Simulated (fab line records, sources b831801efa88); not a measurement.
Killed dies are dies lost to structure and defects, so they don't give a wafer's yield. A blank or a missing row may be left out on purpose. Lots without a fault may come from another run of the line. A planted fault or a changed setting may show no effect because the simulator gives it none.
Which tool did it? | flow sky130 | 13 lots, 39 wafers sampled, at 5 steps of a route of 708

WHAT THE GAUGES READ, wafer by wafer
SKY_NWELL_RS_MEAS_29: measures by four-point-probe.
lot  | measured     | on            | NWELL_RS (ohm/sq)
L730 | day 5 15:48  | film_metro-04 | 627.2 626.2 626.7
L731 | day 5 22:58  | film_metro-02 | 625.3 625.6 626.2
L734 | day 6 14:33  | film_metro-02 | 624.6 624.9 623.7
L735 | day 6 21:22  | film_metro-02 | 624.6 624.8 625.6
L736 | day 7 02:14  | film_metro-04 | 624.7 623.8 623.9
L737 | day 7 13:33  | film_metro-02 | 605.8 607.1 604.8
L738 | day 7 21:26  | film_metro-02 | 608.7 608.8 610.1
L742 | day 8 15:11  | film_metro-04 | 624.7 625.2 623.7
L743 | day 8 20:24  | film_metro-01 | 620.9 624.7 623.3
L746 | day 9 15:24  | film_metro-02 | 623.4 624.8 622.9
L747 | day 9 21:20  | film_metro-04 | 622.4 623.4 624.8
L748 | day 10 10:18 | film_metro-04 | 623.9 625.2 625.1
L750 | day 10 17:53 | film_metro-04 | 622.8 623.2 623.0

SKY_LDD_LDN_OVL_MEAS_07.
lot  | measured     | on         | LDD_LDN_OVL (nm)
L730 | day 23 08:14 | overlay-01 | -1.8 -1.9 -0.3
L731 | day 23 20:53 | overlay-01 | -0.2 2.5 -0.1
L734 | day 24 20:20 | overlay-01 | 2.4 2.1 2.3
L735 | day 25 09:16 | overlay-02 | 0.6 -0.2 -0.2
L736 | day 25 19:35 | overlay-01 | 1.4 3.1 2.3
L737 | day 26 04:17 | overlay-01 | -1.0 -1.1 0.4
L738 | day 26 20:14 | overlay-02 | 1.1 0.3 -1.2
L742 | day 27 20:59 | overlay-02 | 0.2 0.1 1.4
L743 | day 28 14:06 | overlay-01 | 0.2 -0.3 1.1
L746 | day 29 02:33 | overlay-01 | 1.4 0.0 -0.5
L747 | day 29 12:38 | overlay-02 | -0.5 0.2 0.5
L748 | day 30 00:35 | overlay-01 | -0.1 2.3 -0.5
L750 | day 30 13:57 | overlay-01 | 0.7 2.2 1.2

SKY_LI_CONTACT_THK_MEAS_23: measures by xrf.
lot  | measured     | on            | LI_CONTACT_W_THK (nm)
L730 | day 29 19:26 | film_metro-03 | 391 391 396
L731 | day 30 08:12 | film_metro-03 | 402 389 403
L734 | day 31 01:57 | film_metro-01 | 383 381 375
L735 | day 31 15:38 | film_metro-04 | 383 392 387
L736 | day 32 01:54 | film_metro-04 | 385 404 407
L737 | day 32 08:51 | film_metro-04 | 400 395 399
L738 | day 33 01:14 | film_metro-03 | 392 385 390
L742 | day 33 22:59 | film_metro-01 | 399 390 403
L743 | day 34 16:30 | film_metro-04 | 393 395 393
L746 | day 35 04:37 | film_metro-01 | 392 387 388
L747 | day 35 12:12 | film_metro-04 | 404 394 397
L748 | day 36 01:11 | film_metro-01 | 389 378 382
L750 | day 36 11:47 | film_metro-01 | 395 392 393

SKY_CONTACT_THK_MEAS_03.
lot  | measured     | on            | CONTACT_HDPCVD_THK (nm)
L730 | day 31 01:46 | film_metro-03 | 571 555 561
L731 | day 31 14:07 | film_metro-02 | 564 567 572
L734 | day 32 07:43 | film_metro-01 | 572 564 572
L735 | day 32 21:02 | film_metro-03 | 581 565 571
L736 | day 33 07:49 | film_metro-01 | 573 564 577
L737 | day 33 15:01 | film_metro-03 | 566 572 572
L738 | day 34 06:29 | film_metro-01 | 573 571 564
L742 | day 35 03:44 | film_metro-01 | 573 571 571
L743 | day 35 20:54 | film_metro-03 | 571 567 573
L746 | day 36 08:34 | film_metro-02 | 568 563 577
L747 | day 36 16:01 | film_metro-03 | 575 563 576
L748 | day 37 05:04 | film_metro-02 | 581 584 587
L750 | day 37 15:10 | film_metro-03 | 558 571 568

WHICH TOOL RAN EACH LOT (tool, then ch and the chambers of the sampled wafers, then the start)
lot  | SKY_NWELL_IMPLANT_12
L730 | implanter-04 ch 0, day 4 20:43
L731 | implanter-04 ch 0, day 5 03:56
L734 | implanter-01 ch 0, day 5 18:49
L735 | implanter-04 ch 0, day 6 01:19
L736 | implanter-01 ch 0, day 6 06:01
L737 | implanter-04 ch 0, day 6 16:43
L738 | implanter-04 ch 0, day 7 00:16
L742 | implanter-02 ch 0, day 7 17:52
L743 | implanter-02 ch 0, day 7 22:38
L746 | implanter-01 ch 0, day 8 18:13
L747 | implanter-02 ch 0, day 9 00:16
L748 | implanter-02 ch 0, day 9 12:34
L750 | implanter-02 ch 0, day 9 19:07
- SKY_NWELL_IMPLANT_12

WHAT THE TOOLS THEMSELVES READ (means of the sampled wafers that have a number; where no wafer has one, the mark that the record gives instead)
SKY_NWELL_IMPLANT_12.
lot  | tool         | beam_on_s (s) | dose_ions_cm2 | faraday_current_uA
L730 | implanter-04 | 10.31         | 1.3011e+12    | 7.13
L731 | implanter-04 | 9.97          | 1.3004e+12    | 7.34
L734 | implanter-01 | 10.01         | 1.3022e+12    | 7.32
L735 | implanter-04 | 9.68          | 1.2990e+12    | 7.56
L736 | implanter-01 | 9.76          | 1.2997e+12    | 7.52
L737 | implanter-04 | 10.03         | 1.9804e+12    | 11.14
L738 | implanter-04 | 9.99          | 1.9795e+12    | 11.19
L742 | implanter-02 | 10.00         | 1.3012e+12    | 7.33
L743 | implanter-02 | 9.98          | 1.2999e+12    | 7.32
L746 | implanter-01 | 10.05         | 1.3008e+12    | 7.30
L747 | implanter-02 | 10.05         | 1.2996e+12    | 7.30
L748 | implanter-02 | 10.21         | 1.3000e+12    | 7.18
L750 | implanter-02 | 10.09         | 1.3011e+12    | 7.28

THE ANSWER, worked out from the rows above alone
Rule: what is usual is taken from the lots themselves. Put in order of their means at a reading, lots are off if they are a third of the lots or fewer, leave a main group of 4 or more, and stand apart from it by a gap of 3 or more times the standard deviation of the main group's means; of several such gaps the widest counts. A main group whose means are all the same, to the digits that the tables above print for the reading, isn't used. A lot without any number at a reading at which 4 lots or more have one is off too. The other lots that the step has rows for count as sound. The gauges are gone through in route order, then the tools' own readings, and for those a lot's mean is taken as printed above. The first step at which some lot is off is used, and at that step the reading that is off furthest; a lot without a number counts as furthest.
Off: L737, L738, at SKY_NWELL_RS_MEAS_29 (NWELL_RS). The main group: mean 624.4 ohm/sq, standard deviation 1.1.
A tool fits if, at a process step before that reading, it ran every lot that is off, and no sound lot after the first of them. The gauges at SKY_NWELL_RS_MEAS_29 aren't tried: what is off there is off at SKY_NWELL_IMPLANT_12 too, on other tools, and a gauge's error can't cause that. One fits: implanter-04 at SKY_NWELL_IMPLANT_12. Its last sound lot is L735 (day 6 01:19), its first lot that is off L737 (day 6 16:43): a fault that began between those two fits.
The tool's own readings at SKY_NWELL_IMPLANT_12 bear it out: on the lots that are off they differ by more than 5 times the standard deviation of the sound lots' means. dose_ions_cm2 reads 1.9800e+12 there against 1.3005e+12 on the sound lots; faraday_current_uA reads 11.16 there against 7.33 on the sound lots.

WHAT THE SIMULATOR HAD PUT IN
Process parameter drift: implanter-04, from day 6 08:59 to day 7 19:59, at SKY_NWELL_IMPLANT_12. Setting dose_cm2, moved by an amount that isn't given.
Lots struck among those shown: L737, L738. The rule above found the same.
